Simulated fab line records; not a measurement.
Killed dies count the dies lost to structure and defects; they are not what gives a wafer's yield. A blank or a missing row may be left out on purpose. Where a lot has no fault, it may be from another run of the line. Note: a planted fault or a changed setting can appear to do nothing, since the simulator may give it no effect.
fab line records    flow sky130
record: lots: 5  wafers: 15  last-day: 50
route steps=708 shown VIA1@475 METAL2@483 PAD_OPEN@708
lots with no fault: from the same line, run without faults
start-h: hours from the record's opening day to when the first of the lot's shown wafers began    wait-h: how many hours have passed since the lot's step before this one    " repeats the value in the row above    L1.1+2: several wafers, shown together as one row    - no value, or no start was given    * or withheld: withheld    < > ~ a bound
route shown NAME@n: NAME is a module with steps in the file, n the number in the route of the first one    usual: mean/standard deviation of fault-free wafers    same: alike in all rows    chamber/n: place in a boat    sites: the reading at each site    _std_site: the standard deviation of these    _edge_site: the outer-site mean with the inner-site mean subtracted    radius-mm: for every site, how far away it sits from the centre of the wafer    mask NAME#n: copy n    behind: the last tool/chamber to shape the wafer    hold: cause of the lot's hold/its duration in hours/its outcome    device: transistor that didn't switch, given as n, p or np    end of line: the tests these same wafers got at the end of their route    a step given without rows: its recipe and nothing more    killed: dies that structure and defects cost at the first sort, which is not the same as the wafer's yield    map: a wafer's dies, marking killed ones x, the rest . and places with no die _
set.NAME: the run value of the setting; set.NAME@STEP: its run value at that earlier step    model.NAME: the simulator's own value behind a step, which no gauge read
lots at some steps of the route; a table a step, a row a wafer
services: the hour from which a tool's chamber was out of use, counted from the record's first day as start-h (under 0 if before that day), plus the number of hours and why
== steps ==
step: SKY_VIA1_STRIP_17
recipe: chemistry: post-etch-residue-remover  time-s: 1200  temp-c: 72.5
step: SKY_VIA1_CLEAN_18
recipe: chemistry: IPA  time-s: 180  temp-c: 25
step: SKY_VIA1_CLEAN_19
recipe: chemistry: O3/DIW  dry: n2-spin
step: SKY_VIA1_SPUTTER_20
recipe: material: TiN  target-thk-nm: 20  chamber-pressure-pa: 5  power-w: 4000  time-s: 80
usual: cathode-dc-power-W: 3999.9/0.74  throttle-valve-pct: 30.2/0.76
lot.wafer  tool            chamber  start-h  wait-h  cathode-dc-power-W  throttle-valve-pct
L130.1     pvd-sputter-02  -        790.43   0.0     4000.6              31.0
L130.4     "               -        "        "       4001.0              31.1
L130.5     "               -        "        "       3998.1              30.8
L138.1     pvd-sputter-02  -        858.22   0.0     4000.9              29.6
L138.2     "               -        "        "       4000.4              30.0
L138.3     "               -        "        "       3999.5              31.1
L139.2     pvd-sputter-02  -        861.89   0.0     3998.7              30.0
L139.3     "               -        "        "       4000.8              31.0
L139.4     "               -        "        "       3999.9              30.8
L148.2     pvd-sputter-02  -        926.58   0.0     3999.0              29.8
L148.4     "               -        "        "       4000.6              29.6
L148.6     "               -        "        "       4001.6              30.1
L151.1     pvd-sputter-04  -        949.93   0.0     3999.3              30.7
L151.2     "               -        "        "       3999.5              27.6
L151.6     "               -        "        "       3998.7              30.1
step: SKY_VIA1_CVD_21
recipe: material: W  target-thk-nm: 270  time-s: 80.902  temp-c: 400  pressure-torr: 40
step: SKY_VIA1_RS_MEAS_22
recipe: thk-meas-gauge: four-point-probe  reads: W_of_VIA1_CVD_21+TiN_of_VIA1_SPUTTER_20
usual: VIA1_W_RS: 0.425/0.0074
lot.wafer  tool           chamber  start-h  wait-h  VIA1_W_RS[ohm/sq]
L130.1     film-metro-01  -        790.71   0.2     0.425
L130.4     "              -        "        "       0.419
L130.5     "              -        "        "       0.415
L138.1     film-metro-02  -        858.37   0.1     0.418
L138.2     "              -        "        "       0.433
L138.3     "              -        "        "       0.418
L139.2     film-metro-04  -        862.06   0.1     0.430
L139.3     "              -        "        "       0.419
L139.4     "              -        "        "       0.439
L148.2     film-metro-04  -        926.75   0.1     0.434
L148.4     "              -        "        "       0.422
L148.6     "              -        "        "       0.420
L151.1     film-metro-04  -        950.09   0.1     0.420
L151.2     "              -        "        "       0.433
L151.6     "              -        "        "       0.429
step: SKY_VIA1_THK_MEAS_23
recipe: thk-meas-gauge: xrf  reads: W_of_VIA1_CVD_21
usual: VIA1_W_THK: 268/4.5
lot.wafer  tool           chamber  start-h  wait-h  VIA1_W_THK[nm]
L130.1     film-metro-01  -        790.83   0.1     266
L130.4     "              -        "        "       269
L130.5     "              -        "        "       271
L138.1     film-metro-02  -        858.49   0.1     273
L138.2     "              -        "        "       264
L138.3     "              -        "        "       272
L139.2     film-metro-04  -        862.17   0.1     265
L139.3     "              -        "        "       271
L139.4     "              -        "        "       259
L148.2     film-metro-04  -        926.86   0.1     261
L148.4     "              -        "        "       268
L148.6     "              -        "        "       270
L151.1     film-metro-04  -        950.21   0.1     272
L151.2     "              -        "        "       264
L151.6     "              -        "        "       265
step: SKY_VIA1_CMP_24
recipe: stop-on: SiO2  t-overpolish-s: 15  down-force-psi: 3.5  platen-rpm: 60  target-thk-nm: 0  pad-velocity-m-s: 0.94248
step: SKY_METAL2_SPUTTER_00
recipe: material: Ti  target-thk-nm: 15  power-w: 3000  time-s: 10  chamber-pressure-pa: 0.4
usual: cathode-dc-power-W: 3000.0/0.54  throttle-valve-pct: 29.5/1.3
lot.wafer  tool            chamber  start-h  wait-h  cathode-dc-power-W  throttle-valve-pct
L130.1     pvd-sputter-03  -        791.19   0.1     3000.1              30.8
L130.4     "               -        "        "       3000.3              30.2
L130.5     "               -        "        "       2999.2              30.1
L138.1     pvd-sputter-03  -        858.85   0.2     2999.5              30.8
L138.2     "               -        "        "       2999.4              30.9
L138.3     "               -        "        "       3001.2              30.4
L139.2     pvd-sputter-01  -        862.52   0.1     3000.3              29.2
L139.3     "               -        "        "       3000.6              29.3
L139.4     "               -        "        "       2999.8              26.9
L148.2     pvd-sputter-01  -        927.21   0.1     2999.3              28.9
L148.4     "               -        "        "       3000.1              30.9
L148.6     "               -        "        "       2999.2              29.4
L151.1     pvd-sputter-01  -        950.57   0.1     3001.1              30.5
L151.2     "               -        "        "       2999.9              29.5
L151.6     "               -        "        "       3000.0              29.6
step: SKY_METAL2_SPUTTER_01
recipe: material: TiN  target-thk-nm: 20  power-w: 6500  time-s: 16.7  chamber-pressure-pa: 0.4
step: SKY_METAL2_SPUTTER_02
recipe: material: AlCu  target-thk-nm: 250  power-w: 10600  time-s: 13.3  chamber-pressure-pa: 0.4
step: SKY_METAL2_SPUTTER_03
recipe: material: Ti  target-thk-nm: 5  power-w: 3000  time-s: 3.3  chamber-pressure-pa: 0.4
usual: cathode-dc-power-W: 2999.9/0.54  throttle-valve-pct: 29.4/1.3
lot.wafer  tool            chamber  start-h  wait-h  cathode-dc-power-W  throttle-valve-pct
L130.1     pvd-sputter-03  -        791.26   0.0     3000.3              31.1
L130.4     "               -        "        "       2999.2              30.2
L130.5     "               -        "        "       2999.4              30.3
L138.1     pvd-sputter-03  -        858.92   0.0     2999.5              30.5
L138.2     "               -        "        "       2999.6              31.0
L138.3     "               -        "        "       2999.6              30.3
L139.2     pvd-sputter-01  -        862.59   0.0     2999.2              29.1
L139.3     "               -        "        "       3000.1              29.4
L139.4     "               -        "        "       2998.4              27.0
L148.2     pvd-sputter-01  -        927.29   0.0     2999.9              29.0
L148.4     "               -        "        "       2999.7              31.2
L148.6     "               -        "        "       3000.5              29.4
L151.1     pvd-sputter-01  -        950.64   0.0     2999.9              31.0
L151.2     "               -        "        "       2999.1              29.5
L151.6     "               -        "        "       2998.3              29.5
step: SKY_METAL2_SPUTTER_04
recipe: material: TiN  target-thk-nm: 70  power-w: 6500  time-s: 58.3  chamber-pressure-pa: 0.4
usual: cathode-dc-power-W: 6500.1/1.2  throttle-valve-pct: 29.4/1.3
lot.wafer  tool            chamber  start-h  wait-h  cathode-dc-power-W  throttle-valve-pct  model.TiN_of_METAL2_SPUTTER_04.thk-nm
L130.1     pvd-sputter-03  -        791.28   0.0     6500.7              31.0                69.45
L130.4     "               -        "        "       6500.6              30.2                70.04
L130.5     "               -        "        "       6499.0              29.8                70.22
L138.1     pvd-sputter-03  -        858.94   0.0     6501.3              30.9                70.07
L138.2     "               -        "        "       6497.4              31.0                69
L138.3     "               -        "        "       6499.8              30.0                69.24
L139.2     pvd-sputter-01  -        862.61   0.0     6500.5              28.9                70.42
L139.3     "               -        "        "       8502.6              29.4                92.02
L139.4     "               -        "        "       6498.3              27.1                69.86
L148.2     pvd-sputter-01  -        927.30   0.0     6501.7              29.3                70.42
L148.4     "               -        "        "       6497.8              30.7                70.54
L148.6     "               -        "        "       6501.2              29.4                69.64
L151.1     pvd-sputter-01  -        950.66   0.0     6499.1              30.7                70.28
L151.2     "               -        "        "       6498.9              29.7                69.89
L151.6     "               -        "        "       6498.8              29.5                69.6
step: SKY_METAL2_RS_MEAS_05
recipe: thk-meas-gauge: four-point-probe  reads: TiN_of_METAL2_SPUTTER_04+Ti_of_METAL2_SPUTTER_03+AlCu_of_METAL2_SPUTTER_02+TiN_of_METAL2_SPUTTER_01+Ti_of_METAL2_SPUTTER_00
usual: METAL2_ALCU_RS: 0.1270/0.0014
lot.wafer  tool           chamber  start-h  wait-h  METAL2_ALCU_RS[ohm/sq]
L130.1     film-metro-04  -        791.34   0.0     0.1276
L130.4     "              -        "        "       0.1291
L130.5     "              -        "        "       0.1288
L138.1     film-metro-03  -        858.99   0.0     0.1277
L138.2     "              -        "        "       0.1277
L138.3     "              -        "        "       0.1278
L139.2     film-metro-03  -        862.68   0.0     0.1263
L139.3     "              -        "        "       0.1252
L139.4     "              -        "        "       0.1268
L148.2     film-metro-03  -        927.37   0.0     0.1261
L148.4     "              -        "        "       0.1282
L148.6     "              -        "        "       0.1261
L151.1     film-metro-02  -        950.71   0.0     0.1301
L151.2     "              -        "        "       0.1286
L151.6     "              -        "        "       0.1277
step: SKY_METAL2_THK_MEAS_06
recipe: thk-meas-gauge: xrf  reads: AlCu_of_METAL2_SPUTTER_02
usual: METAL2_ALCU_THK: 247.9/2.9
lot.wafer  tool           chamber  start-h  wait-h  METAL2_ALCU_THK[nm]
L130.1     film-metro-04  -        791.46   0.1     247.1
L130.4     "              -        "        "       244.6
L130.5     "              -        "        "       245.1
L138.1     film-metro-03  -        859.11   0.1     248.3
L138.2     "              -        "        "       249.4
L138.3     "              -        "        "       247.4
L139.2     film-metro-03  -        862.79   0.1     250.3
L139.3     "              -        "        "       241.1
L139.4     "              -        "        "       247.3
L148.2     film-metro-03  -        927.48   0.1     249.9
L148.4     "              -        "        "       246.1
L148.6     "              -        "        "       250.8
L151.1     film-metro-02  -        950.83   0.1     242.6
L151.2     "              -        "        "       244.7
L151.6     "              -        "        "       245.7
step: SKY_METAL2_DEHYDRATE_07
recipe: temp-c: 200  time-s: 60
step: SKY_METAL2_HMDS_08
recipe: prime-time-s: 60  prime-temp-c: 120
step: SKY_METAL2_COAT_09
recipe: resist: BARC  temp-c: withheld  time-s: withheld  spin-rpm: 3000  resist-thk-nm: 60
step: SKY_METAL2_COAT_10
recipe: resist: KrF-thick  spin-rpm: 3000  resist-thk-nm: 450
step: SKY_METAL2_SOFTBAKE_11
recipe: temp-c: 100  time-s: 85.92  resist: KrF-thick
step: SKY_METAL2_EXPOSE_12
recipe: mask-id: MM2  na: 0.8  source-shape: annular  sigma-inner: 0.55  sigma-outer: 0.85  target-cd-nm: 140  dose-mj: 28
step: SKY_METAL2_PEB_13
recipe: peb-temp-c: withheld  peb-time-s: withheld  resist: KrF-thick
step: SKY_METAL2_DEVELOP_14
recipe: develop-time-s: 60  resist: KrF-thick  dev-temp-c: 21
step: SKY_METAL2_CD_MEAS_15
recipe: target-cd-nm: 140
usual: cd-nm: 140.1/1.8
lot.wafer  tool       chamber  start-h  wait-h  cd-nm
L130.1     cd-sem-02  -        817.33   -       140.7
L130.4     "          -        "        "       138.9
L130.5     "          -        "        "       140.3
L138.1     cd-sem-02  -        885.55   -       140.0
L138.2     "          -        "        "       138.6
L138.3     "          -        "        "       141.0
L139.2     cd-sem-01  -        888.55   -       139.0
L139.3     "          -        "        "       138.2
L139.4     "          -        "        "       140.1
L148.2     cd-sem-01  -        952.05   -       141.1
L148.4     "          -        "        "       139.5
L148.6     "          -        "        "       140.5
L151.1     cd-sem-01  -        974.18   -       139.7
L151.2     "          -        "        "       140.2
L151.6     "          -        "        "       140.6
step: SKY_METAL2_OVL_MEAS_16
usual: METAL2_OVL: 1/5.4
lot.wafer  tool        chamber  start-h  wait-h  METAL2_OVL[nm]
L130.1     overlay-02  -        817.45   0.1     -2
L130.4     "           -        "        "       3
L130.5     "           -        "        "       6
L138.1     overlay-02  -        885.67   0.1     3
L138.2     "           -        "        "       -5
L138.3     "           -        "        "       0
L139.2     overlay-02  -        888.66   0.1     -3
L139.3     "           -        "        "       4
L139.4     "           -        "        "       -8
L148.2     overlay-01  -        952.16   0.1     5
L148.4     "           -        "        "       3
L148.6     "           -        "        "       14
L151.1     overlay-01  -        974.30   0.1     -9
L151.2     "           -        "        "       -1
L151.6     "           -        "        "       -4
step: SKY_METAL2_DESCUM_17
recipe: chemistry: O2  source-power-w: 150  bias-power-w: 0  pressure-mtorr: 10  temp-c: 40  time-s: 8
usual: drypump-motor-current-A: 5.73/0.22  oes-product-au: 0.998/0.01
lot.wafer  tool          chamber  start-h  wait-h  drypump-motor-current-A  oes-product-au  rf-hours-counter-h
L130.1     rie-metal-03  0        817.49   0.0     6.07                     0.989           13
L130.4     "             0        "        "       6.08                     0.981           -
L130.5     "             1        "        "       6.03                     0.993           -
L138.1     rie-metal-04  1        885.71   0.0     5.93                     0.988           5
L138.2     "             1        "        "       5.92                     0.992           -
L138.3     "             1        "        "       5.94                     0.989           -
L139.2     rie-metal-03  1        888.69   0.0     6.02                     1.006           4
L139.3     "             1        "        "       6.02                     1.010           -
L139.4     "             0        "        "       6.06                     1.007           -
L148.2     rie-metal-03  0        952.20   0.0     6.07                     1.004           -
L148.4     "             0        "        "       6.07                     0.988           -
L148.6     "             0        "        "       6.08                     0.994           -
L151.1     rie-metal-04  0        974.34   0.0     5.58                     1.006           23
L151.2     "             0        "        "       5.60                     1.016           -
L151.6     "             0        "        "       5.57                     1.002           -
step: SKY_METAL2_ETCH_18
recipe: chemistry: N2/H2  target: BARC  ion-energy-ev: 200  bias-w: 100  pressure-mtorr: 30  n2-flow-sccm: 100  h2-flow-sccm: 200  icp-w: 500  stop-on: SiO2  time-s: 45.9  target-depth-a: 600
step: SKY_METAL2_METAL_ETCH_19
recipe: target-depth-a: 3600  stop-on: SiO2  over-etch-frac: 0.3  time-s: 78  chemistry: Cl2/BCl3  resist-sidewall-deg: 88  pressure-mtorr: 10  icp-w: 900  bias-w: 48.5  Cl2_flow_sccm: 60  bcl3-flow-sccm: 30
step: SKY_METAL2_STRIP_20
recipe: chemistry: O2/N2  power-w: 1400  pressure-mtorr: 1500  platen-temp-c: withheld  o2-flow-sccm: 3000  n2-flow-sccm: 300  overash-fraction: 0.5
usual: drypump-motor-current-A: 6.0/0.35  oes-product-au: 0.344/0.0051  strip-time-to-endpoint-s: 2.70/0.05
lot.wafer  tool             chamber  start-h  wait-h  drypump-motor-current-A  oes-product-au  rf-hours-counter-h  strip-time-to-endpoint-s
L130.1     plasma-asher-01  0        817.68   0.1     6.0                      0.342           94                  2.70
L130.4     "                1        "        "       5.6                      0.354           -                   2.67
L130.5     "                0        "        "       6.0                      0.338           -                   2.70
L138.1     plasma-asher-03  0        886.08   0.1     6.4                      0.348           46                  2.78
L138.2     "                1        "        "       6.4                      0.351           46                  2.77
L138.3     "                1        "        "       6.4                      0.344           -                   2.76
L139.2     plasma-asher-03  1        888.88   0.1     6.4                      0.342           46                  2.65
L139.3     "                1        "        "       6.4                      0.347           -                   2.66
L139.4     "                0        "        "       6.4                      0.344           -                   2.65
L148.2     plasma-asher-03  0        952.56   0.1     6.4                      0.345           53                  2.73
L148.4     "                0        "        "       6.4                      0.350           -                   2.72
L148.6     "                1        "        "       6.4                      0.345           -                   2.70
L151.1     plasma-asher-03  0        974.71   0.1     6.4                      0.335           56                  2.63
L151.2     "                1        "        "       6.4                      0.350           56                  2.64
L151.6     "                0        "        "       6.4                      0.336           -                   2.64
step: SKY_METAL2_STRIP_21
recipe: chemistry: post-etch-residue-remover  time-s: 1200  temp-c: 72.5
usual: bath-guard-temp-C: 72.6/0.46
lot.wafer  tool          chamber  start-h  wait-h  bath-guard-temp-C  model.TiN_of_METAL2_SPUTTER_04.thk-nm
L130.1     wet-bench-03  1        817.78   0.1     72.2               69.03
L130.4     "             1        "        "       72.3               69.62
L130.5     "             1        "        "       72.1               69.81
L138.1     wet-bench-03  2        886.18   0.1     72.7               69.65
L138.2     "             2        "        "       72.5               68.59
L138.3     "             2        "        "       73.0               68.83
L139.2     wet-bench-04  1        888.98   0.1     73.2               69.99
L139.3     "             1        "        "       72.8               91.6
L139.4     "             1        "        "       73.0               69.44
L148.2     wet-bench-03  2        952.66   0.1     73.2               70
L148.4     "             2        "        "       73.1               70.12
L148.6     "             2        "        "       73.1               69.22
L151.1     wet-bench-01  1        974.81   0.1     72.0               69.86
L151.2     "             1        "        "       71.7               69.46
L151.6     "             1        "        "       71.8               69.18
step: SKY_METAL2_CLEAN_22
recipe: chemistry: IPA  time-s: 180  temp-c: 25
step: SKY_PAD_OPEN_PROBE_99
usual: defect-limited-yield: 82.1/1.9  killed_at_M0_to_M3: 45/6.8  killed_at_M4_up: 3.0/1.7  killed-at-contacts: 25/5.7  killed-at-front-end: 15/4.6  killed-at-other: 0.3/0.66  killed-dies: 88/9.5  killed-open: 48/7.3  killed-short: 39/6.5  sort_bin_3_pad_short: 0.9/0.47  sort_bin_5_function: 10.6/1.5  sort_bin_6_memory: 6.4/1.2  sort-n-pass: 404/9.5  sort-yield-pct: 82.1/1.9
same: gross-dies: 492  killed-at-back-side: 0  sort_bin_4_leakage[%]: 0  sort_bin_8_speed[%]: 0
lot.wafer  tool       chamber  start-h  wait-h  defect-limited-yield[%]  killed_at_M0_to_M3  killed_at_M4_up  killed-at-contacts  killed-at-front-end  killed-at-other  killed-dies  killed-open  killed-short  sort_bin_3_pad_short[%]  sort_bin_5_function[%]  sort_bin_6_memory[%]  sort-n-pass  sort-yield-pct[%]  model.etest.via2-chain.rc-ohm
L130.1     prober-01  -        1071.60  0.1     79.9                     47                  5                26                  21                   0                99           47           51            0.6                      9.1                     10.4                  393          79.9               10.3
L130.4     prober-01  -        1071.75  0.2     80.1                     40                  3                29                  26                   0                98           52           46            1.0                      11.8                    7.1                   394          80.1               10.2
L130.5     prober-01  -        1071.80  0.2     85.0                     33                  4                22                  15                   0                74           40           34            0.8                      7.9                     6.3                   418          85.0               10.6
L138.1     prober-02  -        1126.40  0.1     82.7                     39                  4                23                  18                   1                85           48           37            0.6                      9.1                     7.5                   407          82.7               9.997
L138.2     prober-02  -        1126.45  0.1     81.3                     58                  0                19                  15                   0                92           51           38            1.4                      10.8                    6.5                   400          81.3               9.415
L138.3     prober-02  -        1126.50  0.2     82.5                     39                  2                23                  22                   0                86           49           37            0.8                      10.6                    6.1                   406          82.5               10.48
L139.2     prober-01  -        1128.24  0.1     80.1                     55                  2                30                  11                   0                98           47           51            1.4                      10.6                    7.9                   394          80.1               10.14
L139.3     prober-01  -        1128.29  0.2     82.3                     45                  3                33                  6                    0                87           49           38            1.8                      10.2                    5.7                   405          82.3               11.31
L139.4     prober-01  -        1128.34  0.2     78.9                     48                  8                28                  20                   0                104          48           54            1.4                      12.8                    6.9                   388          78.9               10.17
L148.2     prober-02  -        1174.86  0.1     82.9                     43                  2                24                  14                   1                84           47           36            0.4                      10.8                    5.9                   408          82.9               9.675
L148.4     prober-02  -        1174.96  0.2     79.5                     57                  4                27                  13                   0                101          67           34            1.0                      11.6                    7.9                   391          79.5               10.26
L148.6     prober-02  -        1175.06  0.2     83.3                     54                  2                15                  10                   1                82           42           39            0.8                      11.2                    4.7                   410          83.3               9.346
L151.1     prober-01  -        1190.90  0.1     79.3                     47                  4                35                  16                   0                102          59           43            0.8                      14.4                    5.5                   390          79.3               9.734
L151.2     prober-01  -        1190.95  0.1     81.1                     53                  4                23                  13                   0                93           60           33            0.6                      12.6                    5.7                   399          81.1               10.13
L151.6     prober-01  -        1191.15  0.2     79.5                     58                  3                19                  20                   1                101          58           43            1.6                      12.2                    6.7                   391          79.5               9.95
killed by level:class
L130.1 VIA1:geometric-particle:open=13 CONTACT:geometric-particle:open=12 FIELD_ISO:geometric-particle:short=9 VIA1:geometric-particle:short=7 METAL2:geometric-particle:short=7 METAL1:geometric-particle:short=6 VIA2:geometric-particle:open=6 FIELD_ISO:geometric-particle:open=4
L130.4 LI_CONTACT:geometric-particle:open=10 VIA2:geometric-particle:open=9 POLY_GATE:geometric-particle:short=7 VIA1:geometric-particle:open=7 CONTACT:geometric-particle:open=7 METAL2:geometric-particle:short=6 FIELD_ISO:geometric-particle:open=5 LI_CONTACT:geometric-particle:short=5
L130.5 CONTACT:geometric-particle:open=9 VIA2:geometric-particle:open=9 FIELD_ISO:geometric-particle:open=5 LOCAL_INTERCONNECT:geometric-particle:short=5 VIA1:geometric-particle:open=5 FIELD_ISO:geometric-particle:short=4 LI_CONTACT:geometric-particle:open=4 VIA1:geometric-particle:short=4
L138.1 CONTACT:geometric-particle:open=9 VIA2:geometric-particle:open=7 FIELD_ISO:geometric-particle:short=6 LI_CONTACT:geometric-particle:open=6 VIA1:geometric-particle:open=6 VIA1:geometric-particle:short=6 FIELD_ISO:geometric-particle:open=5 POLY_GATE:geometric-particle:open=5
L138.2 VIA2:geometric-particle:open=12 VIA1:geometric-particle:open=10 METAL2:geometric-particle:short=8 CONTACT:geometric-particle:open=8 VIA3:geometric-particle:open=7 VIA1:geometric-particle:short=6 FIELD_ISO:geometric-particle:short=5 LI_CONTACT:geometric-particle:open=5
L138.3 CONTACT:geometric-particle:open=10 FIELD_ISO:geometric-particle:open=7 POLY_GATE:geometric-particle:open=7 VIA3:geometric-particle:open=7 VIA1:geometric-particle:open=6 METAL2:geometric-particle:short=6 FIELD_ISO:geometric-particle:short=5 CONTACT:geometric-particle:short=5
L139.2 VIA1:geometric-particle:open=11 LI_CONTACT:geometric-particle:open=9 CONTACT:geometric-particle:open=9 METAL2:geometric-particle:short=9 VIA2:geometric-particle:open=8 CONTACT:geometric-particle:short=7 VIA1:geometric-particle:short=6 METAL1:geometric-particle:short=6
L139.3 VIA1:geometric-particle:open=11 CONTACT:geometric-particle:open=10 VIA3:geometric-particle:open=10 CONTACT:geometric-particle:short=9 LI_CONTACT:geometric-particle:open=8 LI_CONTACT:geometric-particle:short=5 VIA3:geometric-particle:short=5 METAL3:geometric-particle:short=4
L139.4 VIA1:geometric-particle:open=13 CONTACT:geometric-particle:open=10 METAL2:geometric-particle:short=9 CONTACT:geometric-particle:short=7 VIA1:geometric-particle:short=6 LI_CONTACT:geometric-particle:open=5 FIELD_ISO:geometric-particle:short=4 FIELD_ISO:geometric-particle:open=4
L148.2 VIA1:geometric-particle:open=12 LI_CONTACT:geometric-particle:open=7 CONTACT:geometric-particle:open=7 VIA2:geometric-particle:open=6 POLY_GATE:geometric-particle:open=5 CONTACT:geometric-particle:short=5 VIA1:geometric-particle:short=5 METAL2:geometric-particle:short=5
L148.4 LI_CONTACT:geometric-particle:open=16 VIA1:geometric-particle:open=13 VIA3:geometric-particle:open=10 CONTACT:geometric-particle:open=7 VIA1:geometric-particle:short=7 METAL2:geometric-particle:short=7 FIELD_ISO:geometric-particle:open=5 METAL1:geometric-particle:short=5
L148.6 VIA1:geometric-particle:open=9 VIA2:geometric-particle:open=9 METAL2:geometric-particle:short=9 VIA3:geometric-particle:open=7 VIA1:geometric-particle:short=5 VIA3:geometric-particle:short=5 LI_CONTACT:geometric-particle:open=4 CONTACT:geometric-particle:short=4
L151.1 VIA1:geometric-particle:open=16 CONTACT:geometric-particle:open=14 VIA1:geometric-particle:short=7 FIELD_ISO:geometric-particle:open=6 LI_CONTACT:geometric-particle:open=6 CONTACT:geometric-particle:short=6 VIA3:geometric-particle:open=6 LOCAL_INTERCONNECT:geometric-particle:short=5
L151.2 VIA1:geometric-particle:open=18 CONTACT:geometric-particle:open=12 VIA3:geometric-particle:open=8 METAL2:geometric-particle:short=7 METAL1:geometric-particle:short=6 VIA1:geometric-particle:short=6 LI_CONTACT:geometric-particle:open=5 FIELD_ISO:geometric-particle:open=4
L151.6 VIA1:geometric-particle:open=16 VIA1:geometric-particle:short=10 CONTACT:geometric-particle:open=9 VIA3:geometric-particle:open=8 METAL2:geometric-particle:short=6 POLY_GATE:geometric-particle:open=6 VIA2:geometric-particle:open=6 POLY_GATE:geometric-particle:short=5
== services ==
tool             chamber  start-h  hours  kind
pvd-sputter-01   2        769.00   -      consumable-replace:kit
pvd-sputter-01   2        769.00   18.0   scheduled-down
pvd-sputter-01   2        769.00   18.0   vent-cycle
rie-metal-04     -        794.54   2.8    pm
pvd-sputter-03   -        801.55   6.2    repair
rie-metal-03     -        809.05   0.2    repair
plasma-asher-03  -        824.98   3.7    repair
pvd-sputter-04   -        826.34   2.9    repair
pvd-sputter-02   -        835.46   11.5   repair
pvd-sputter-01   -        851.15   2.5    repair
pvd-sputter-04   0        852.04   -      consumable-replace:kit
pvd-sputter-04   0        852.04   18.0   scheduled-down
pvd-sputter-04   0        852.04   18.0   vent-cycle
wet-bench-04     -        867.50   1.9    pm
rie-metal-04     0        884.09   6.3    repair
rie-metal-04     1        904.68   99.6   repair
pvd-sputter-01   1        932.02   -      consumable-replace:kit
pvd-sputter-01   1        932.02   18.0   scheduled-down
pvd-sputter-01   1        932.02   18.0   vent-cycle
rie-metal-03     1        936.64   28.2   repair
== key ==
first-sign: step: SKY_METAL2_SPUTTER_04  reading: cathode-dc-power-W  direction: up  sigmas: 99+  usual: 6500.1  struck: 8502.6
effect none on later readings
model-effect: step: SKY_METAL2_SPUTTER_04  value: TiN_of_METAL2_SPUTTER_04.thk-nm  without: 70.44  struck: 92.02
model-effect: step: SKY_METAL2_STRIP_21  value: TiN_of_METAL2_SPUTTER_04.thk-nm  without: 70.02  struck: 91.6
model-effect: step: SKY_PAD_OPEN_PROBE_99  value: etest.via2-chain.rc-ohm  without: 10.67  struck: 11.31
met-at SKY_METAL2_SPUTTER_04
struck-wafers L139.3
fault: kind: process-parameter-drift  tool: pvd-sputter-01  chamber: -  onset-h: 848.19  steps: SKY_METAL2_SPUTTER_04  channel: power-w  offset: *  shape: step  end-h: 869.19  acts-in: *  stated: *  scope: struck-wafers-only
